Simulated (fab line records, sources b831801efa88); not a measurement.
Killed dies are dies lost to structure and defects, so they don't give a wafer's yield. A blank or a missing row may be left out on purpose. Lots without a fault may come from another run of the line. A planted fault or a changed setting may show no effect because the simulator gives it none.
fab line records | flow gf180mcu
record lots=11 wafers=33 last_day=34
route steps=602 shown M2@364 V2@385 M3@423
lots that met no fault: from a run of the same line without faults
start_h: hours from the record's first day to the start of the lot's first wafer shown | wait_h: hours since the lot's step before | " the same as in the row above | L1.1+2: a row that stands for several wafers | - no value, or no start given | * or withheld: withheld | < > ~ a bound
route shown NAME@n: a module of which the file shows steps, and the number in the route of the first | usual: mean/standard deviation of fault-free wafers | same: alike in all rows | chamber/n: place in a boat | sites: the reading at each site | _std_site: their standard deviation | _edge_site: outer sites' mean less inner sites' | radius_mm: how far each site lies from the wafer's centre | mask NAME#n: copy n | behind: the tool/chamber that last shaped the wafer | hold: why the lot was held/for how many hours/how that ended | device: the transistor (n, p or np) that didn't switch | end of line: the same wafers' tests at the end of the route | a step without rows: its recipe alone | killed: dies lost to structure and defects at the first sort, not the wafer's yield | map: a wafer's dies, x killed, . not, _ none there
set.NAME: the setting as run; set.NAME@STEP: as run at that earlier step | model.NAME: the simulator's own value behind a step, which no gauge read
steps of the route over a sample of lots; a table a step, a row a wafer
services: from which hour (start_h, from the record's first day; less than 0 if before it) a tool's chamber was out of use, for how many hours, and why
## steps
# step GF_M2_SPUTTER_02
# recipe material=AlCu target_thk_nm=450 power_w=10600 time_s=23.9 chamber_pressure_pa=0.4
# usual cathode_dc_power_W=10600/1.9 throttle_valve_pct=30.2/1.6
# columns lot.wafer tool chamber start_h wait_h cathode_dc_power_W throttle_valve_pct
L285.4 pvd_sputter-04 - 422.13 0.0 10602 29.6
L285.5 " - " " 10600 30.7
L285.6 " - " " 10601 29.3
L287.1 pvd_sputter-01 - 442.32 0.0 10599 29.9
L287.5 " - " " 10601 32.7
L287.6 " - " " 10599 32.6
L289.2 pvd_sputter-03 - 456.92 0.0 10600 27.0
L289.4 " - " " 10599 29.6
L289.5 " - " " 10601 27.3
L293.2 pvd_sputter-03 - 490.49 0.0 10599 30.2
L293.4 " - " " 10602 29.9
L293.6 " - " " 10602 29.7
L294.2 pvd_sputter-03 - 498.39 0.0 10601 29.5
L294.3 " - " " 10600 30.0
L294.5 " - " " 10598 29.7
L301.3 pvd_sputter-03 - 577.00 0.0 10602 27.1
L301.5 " - " " 10601 29.7
L301.6 " - " " 10601 27.1
L302.1 pvd_sputter-01 - 586.76 0.0 10600 30.8
L302.2 " - " " 10599 29.5
L302.6 " - " " 10601 32.9
L303.1 pvd_sputter-04 - 587.06 0.0 10604 29.8
L303.2 " - " " 10598 28.4
L303.4 " - " " 10597 30.8
L305.2 pvd_sputter-04 - 598.10 0.0 10601 29.2
L305.4 " - " " 10601 29.8
L305.5 " - " " 10597 29.1
L304.2 pvd_sputter-03 - 605.69 0.0 10601 29.6
L304.5 " - " " 10603 29.7
L304.6 " - " " 10597 31.2
L307.1 pvd_sputter-04 - 617.49 0.0 10601 29.7
L307.2 " - " " 10603 29.0
L307.4 " - " " 10602 30.6
# step GF_V2_THK_MEAS_03
# recipe reads=SiO2_of_V2_CVD_02
# usual V2_CVD_02_THK=849/10
# columns lot.wafer tool chamber start_h wait_h V2_CVD_02_THK[nm]
L285.4 film_metro-03 - 446.64 0.0 858
L285.5 " - " " 859
L285.6 " - " " 857
L287.1 film_metro-03 - 467.57 0.0 832
L287.5 " - " " 849
L287.6 " - " " 852
L289.2 film_metro-01 - 481.62 0.0 837
L289.4 " - " " 831
L289.5 " - " " 848
L293.2 film_metro-02 - 515.23 0.0 837
L293.4 " - " " 860
L293.6 " - " " 864
L294.2 film_metro-03 - 522.92 0.0 850
L294.3 " - " " 851
L294.5 " - " " 858
L301.3 film_metro-01 - 599.00 0.1 860
L301.5 " - " " 862
L301.6 " - " " 854
L302.1 film_metro-03 - 608.99 0.0 828
L302.2 " - " " 842
L302.6 " - " " 844
L303.1 film_metro-03 - 609.08 0.0 830
L303.2 " - " " 830
L303.4 " - " " 833
L305.2 film_metro-03 - 619.24 0.0 833
L305.4 " - " " 849
L305.5 " - " " 844
L304.2 film_metro-02 - 627.92 0.0 845
L304.5 " - " " 855
L304.6 " - " " 851
L307.1 film_metro-02 - 638.84 0.0 835
L307.2 " - " " 845
L307.4 " - " " 863
# step GF_V2_CVD_23
# recipe material=W target_thk_nm=350 time_s=104.94 temp_c=400 pressure_torr=40
# usual heater_power_w=864/42
# columns lot.wafer tool chamber start_h wait_h heater_power_w
L285.4 cvd_w-01 1 471.17 0.1 895
L285.5 " 0 " " 802
L285.6 " 1 " " 919
L287.1 cvd_w-01 0 492.95 0.0 792
L287.5 " 1 " " 918
L287.6 " 0 " " 820
L289.2 cvd_w-01 1 506.17 0.0 916
L289.4 " 1 " " 928
L289.5 " 0 " " 806
L293.2 cvd_w-01 1 539.38 0.0 928
L293.4 " 1 " " 929
L293.6 " 1 " " 913
L294.2 cvd_w-01 0 546.84 0.0 812
L294.3 " 0 " " 825
L294.5 " 1 " " 890
L301.3 cvd_w-01 0 621.41 0.1 818
L301.5 " 1 " " 934
L301.6 " 0 " " 828
L302.1 cvd_w-02 0 631.21 0.0 864
L302.2 " 1 " " 890
L302.6 " 0 " " 852
L303.1 cvd_w-01 1 631.90 0.0 926
L303.2 " 0 " " 818
L303.4 " 1 " " 949
L305.2 cvd_w-01 1 641.37 0.0 932
L305.4 " 1 " " 937
L305.5 " 1 " " 942
L304.2 cvd_w-02 1 650.12 0.0 872
L304.5 " 1 " " 876
L304.6 " 0 " " 829
L307.1 cvd_w-02 0 659.51 0.0 866
L307.2 " 1 " " 883
L307.4 " 0 " " 848
# step GF_V2_RS_MEAS_24
# recipe thk_meas_gauge=four-point-probe reads=W_of_V2_CVD_23+TiN_of_V2_SPUTTER_22+Ti_of_V2_SPUTTER_21
# usual V2_W_RS=0.327/0.0045
# columns lot.wafer tool chamber start_h wait_h V2_W_RS[ohm/sq]
L285.4 film_metro-02 - 471.31 0.1 0.328
L285.5 " - " " 0.317
L285.6 " - " " 0.328
L287.1 film_metro-02 - 493.06 0.1 0.326
L287.5 " - " " 0.327
L287.6 " - " " 0.323
L289.2 film_metro-01 - 506.30 0.1 0.324
L289.4 " - " " 0.320
L289.5 " - " " 0.323
L293.2 film_metro-02 - 539.52 0.1 0.327
L293.4 " - " " 0.448
L293.6 " - " " 0.326
L294.2 film_metro-03 - 546.98 0.1 0.320
L294.3 " - " " 0.438
L294.5 " - " " 0.325
L301.3 film_metro-03 - 621.52 0.1 0.323
L301.5 " - " " 0.329
L301.6 " - " " 0.320
L302.1 film_metro-03 - 631.34 0.1 0.328
L302.2 " - " " 0.329
L302.6 " - " " 0.327
L303.1 film_metro-02 - 632.01 0.1 0.333
L303.2 " - " " 0.322
L303.4 " - " " 0.332
L305.2 film_metro-03 - 641.50 0.1 0.328
L305.4 " - " " 0.327
L305.5 " - " " 0.324
L304.2 film_metro-01 - 650.25 0.1 0.333
L304.5 " - " " 0.329
L304.6 " - " " 0.331
L307.1 film_metro-01 - 659.62 0.1 0.328
L307.2 " - " " 0.330
L307.4 " - " " 0.334
# step GF_V2_THK_MEAS_25
# recipe thk_meas_gauge=xrf reads=W_of_V2_CVD_23
# usual V2_W_THK=346/5.2
# columns lot.wafer tool chamber start_h wait_h V2_W_THK[nm]
L285.4 film_metro-02 - 471.40 0.1 342
L285.5 " - " " 353
L285.6 " - " " 343
L287.1 film_metro-02 - 493.18 0.1 343
L287.5 " - " " 344
L287.6 " - " " 346
L289.2 film_metro-01 - 506.41 0.1 351
L289.4 " - " " 355
L289.5 " - " " 353
L293.2 film_metro-02 - 539.63 0.1 342
L293.4 " - " " 254
L293.6 " - " " 346
L294.2 film_metro-03 - 547.09 0.1 354
L294.3 " - " " 259
L294.5 " - " " 347
L301.3 film_metro-03 - 621.62 0.1 349
L301.5 " - " " 342
L301.6 " - " " 352
L302.1 film_metro-03 - 631.46 0.1 343
L302.2 " - " " 344
L302.6 " - " " 344
L303.1 film_metro-02 - 632.13 0.1 335
L303.2 " - " " 343
L303.4 " - " " 339
L305.2 film_metro-03 - 641.61 0.1 343
L305.4 " - " " 348
L305.5 " - " " 348
L304.2 film_metro-01 - 650.36 0.1 341
L304.5 " - " " 344
L304.6 " - " " 341
L307.1 film_metro-01 - 659.74 0.1 347
L307.2 " - " " 345
L307.4 " - " " 338
# step GF_V2_CMP_26
# recipe stop_on=SiO2 down_force_psi=3.5 platen_rpm=60 t_overpolish_s=15 target_thk_nm=0 pad_velocity_m_s=0.94248
# usual motor_current_A=10.4/0.86 time_to_endpoint_s=83/4.1
# columns lot.wafer tool chamber start_h wait_h motor_current_A time_to_endpoint_s
L285.4 cmp-01 1 471.48 0.1 10.9 86
L285.5 " 0 " " 11.4 80
L285.6 " 1 " " 11.0 89
L287.1 cmp-02 0 493.29 0.1 10.7 83
L287.6 " 3 " " 11.2 84
L287.5 " 0 " " 10.5 80
L289.4 cmp-02 2 506.46 0.0 10.0 85
L289.2 " 1 " " 11.4 87
L289.5 " 3 " " 10.8 84
L293.2 cmp-01 3 539.68 0.0 9.8 88
L293.4 " 0 " " 11.6 59
L293.6 " 0 " " 11.4 78
L294.3 cmp-01 2 547.19 0.1 10.1 62
L294.2 " 3 " " 9.0 85
L294.5 " 1 " " 11.0 86
L301.3 cmp-01 2 621.76 0.1 9.4 80
L301.6 " 0 " " 11.2 78
L301.5 " 1 " " 10.7 82
L302.2 cmp-01 3 631.62 0.1 9.4 83
L302.1 " 0 " " 12.1 74
L302.6 " 2 " " 9.8 81
L303.1 cmp-01 3 632.19 0.1 9.0 82
L303.2 " 0 " " 11.4 76
L303.4 " 1 " " 10.9 80
L305.4 cmp-01 0 641.66 0.0 11.2 76
L305.2 " 3 " " 9.6 83
L305.5 " 0 " " 11.6 76
L304.2 cmp-01 0 650.41 0.0 11.4 80
L304.5 " 0 " " 11.6 78
L304.6 " 1 " " 10.6 86
L307.1 cmp-01 1 659.85 0.1 10.8 90
L307.4 " 2 " " 10.3 87
L307.2 " 3 " " 8.9 88
# step GF_M3_CD_MEAS_14
# recipe target_cd_nm=280
# usual cd_nm=280.2/1.4
# columns lot.wafer tool chamber start_h wait_h cd_nm
L285.4 cd_sem-02 - 495.39 0.1 280.7
L285.5 " - " " 280.4
L285.6 " - " " 280.5
L287.1 cd_sem-01 - 517.18 0.1 281.1
L287.5 " - " " 281.0
L287.6 " - " " 283.0
L289.2 cd_sem-01 - 530.16 0.2 282.4
L289.4 " - " " 281.3
L289.5 " - " " 281.9
L293.2 cd_sem-01 - 562.80 0.1 283.3
L293.4 " - " " 283.1
L293.6 " - " " 283.2
L294.2 cd_sem-01 - 569.50 0.1 279.2
L294.3 " - " " 280.2
L294.5 " - " " 281.0
L301.3 cd_sem-01 - 642.43 0.1 278.6
L301.5 " - " " 279.7
L301.6 " - " " 279.2
L302.1 cd_sem-02 - 651.99 0.1 281.3
L302.2 " - " " 281.3
L302.6 " - " " 280.9
L303.1 cd_sem-02 - 652.68 0.1 281.0
L303.2 " - " " 279.7
L303.4 " - " " 279.6
L305.2 cd_sem-02 - 661.65 0.1 281.2
L305.4 " - " " 281.1
L305.5 " - " " 281.4
L304.2 cd_sem-02 - 669.75 0.1 280.4
L304.5 " - " " 281.7
L304.6 " - " " 280.0
L307.1 cd_sem-02 - 679.48 0.1 280.6
L307.2 " - " " 279.4
L307.4 " - " " 280.5
## services
# columns tool chamber start_h hours kind
cmp-01 - 402.31 0.4 repair
cmp-01 - 404.17 4.0 pm
cvd_w-01 0 414.27 2.4 repair
pvd_sputter-01 - 415.10 10.3 repair
pvd_sputter-04 - 420.84 0.6 repair
pvd_sputter-01 - 422.98 2.2 repair
cmp-01 - 435.26 2.1 repair
pvd_sputter-04 - 444.49 1.8 repair
cmp-01 - 466.13 4.2 pm
cvd_w-01 1 473.18 7.3 repair
cmp-01 - 481.55 3.5 pm
cmp-01 - 497.84 1.7 repair
pvd_sputter-01 - 519.04 3.0 repair
pvd_sputter-01 - 525.80 3.5 repair
pvd_sputter-01 - 525.99 3.7 repair
cmp-02 - 532.18 1.6 repair
cmp-01 - 550.66 3.8 repair
cmp-02 - 556.84 0.8 repair
cmp-02 - 558.09 3.1 repair
cmp-02 - 572.00 4.0 pm
cvd_w-02 - 574.59 1.3 repair
cmp-02 - 584.89 6.6 pm
cmp-01 - 624.35 0.9 repair
cmp-02 - 632.17 4.6 pm
## key
first_sign step=GF_V2_RS_MEAS_24 reading=V2_W_RS direction=up sigmas=26 usual=0.327 struck=0.443
effect step=GF_V2_THK_MEAS_25 reading=V2_W_THK direction=down sigmas=17 usual=346 struck=257
effect step=GF_V2_CMP_26 reading=time_to_endpoint_s direction=down sigmas=5.5 usual=* struck=*
met_at GF_V2_CVD_23
struck_lots L293,L294
struck_wafers L293.4,L294.3
not_acting_at GF_M2_SPUTTER_02,GF_V2_THK_MEAS_03,GF_M3_CD_MEAS_14
onset_between 506.17 539.38
fault kind=process_parameter_drift tool=cvd_w-01 chamber=- onset_h=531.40 steps=GF_V2_CVD_23 channel=target_thk_nm offset=-96.149 shape=step end_h=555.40 scope=struck_wafers_only acts_in=these_recipes_only stated=350
